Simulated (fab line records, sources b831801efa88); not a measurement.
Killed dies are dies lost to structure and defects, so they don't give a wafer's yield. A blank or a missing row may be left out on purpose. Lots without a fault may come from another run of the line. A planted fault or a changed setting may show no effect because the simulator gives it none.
Chamber matching | flow sfq_line | SFQ_TRILAYER_I6_DEP_PECVD_165 on pecvd-04: 3 sister chambers
The step deposits SiO2 from SiH4/N2O, time 111.11 s, target thk 500 nm. 3 wafers are shown with their chamber, then 9 later ones without.

WAFERS WITH THEIR CHAMBER
wafer  | chamber | heater_power_w (W)
L419.4 | 0       | 89
L420.2 | 2       | 67
L420.4 | 1       | 79

WAFERS WITHOUT THEIR CHAMBER
wafer  | heater_power_w (W)
L421.1 | 85
L421.3 | 92
L421.5 | 74
L422.1 | 90
L422.3 | 63
L422.6 | 94
L423.2 | 64
L423.5 | 69
L423.6 | 77

WHICH CHAMBER EACH WENT THROUGH
wafer  | from the rows above     | in truth
L421.1 | can't be placed: 0 or 1 | 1
L421.3 | 0                       | 0
L421.5 | can't be placed: 1 or 2 | 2
L422.1 | 0                       | 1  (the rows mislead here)
L422.3 | 2                       | 2
L422.6 | 0                       | 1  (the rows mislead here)
L423.2 | 2                       | 2
L423.5 | 2                       | 2
L423.6 | 1                       | 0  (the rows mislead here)
Placed correctly: 4 of 9. Can't be placed from these rows: 2 (the true chamber is among the candidates in 2). Placed wrongly: 3.
How it was worked out, from the rows above alone: a wafer's distance from a chamber is the root of the sum, over the readings, of the square of ((its reading less the chamber's mean) divided by the reading's scatter). The wafer belongs to the nearest chamber; if the next one is less than 2 further off, it can't be placed. A chamber's mean is the mean of its shown wafers. The scatter: with one shown wafer a chamber, the root of the mean of the squares of how far each hidden wafer lies from its nearest shown one.
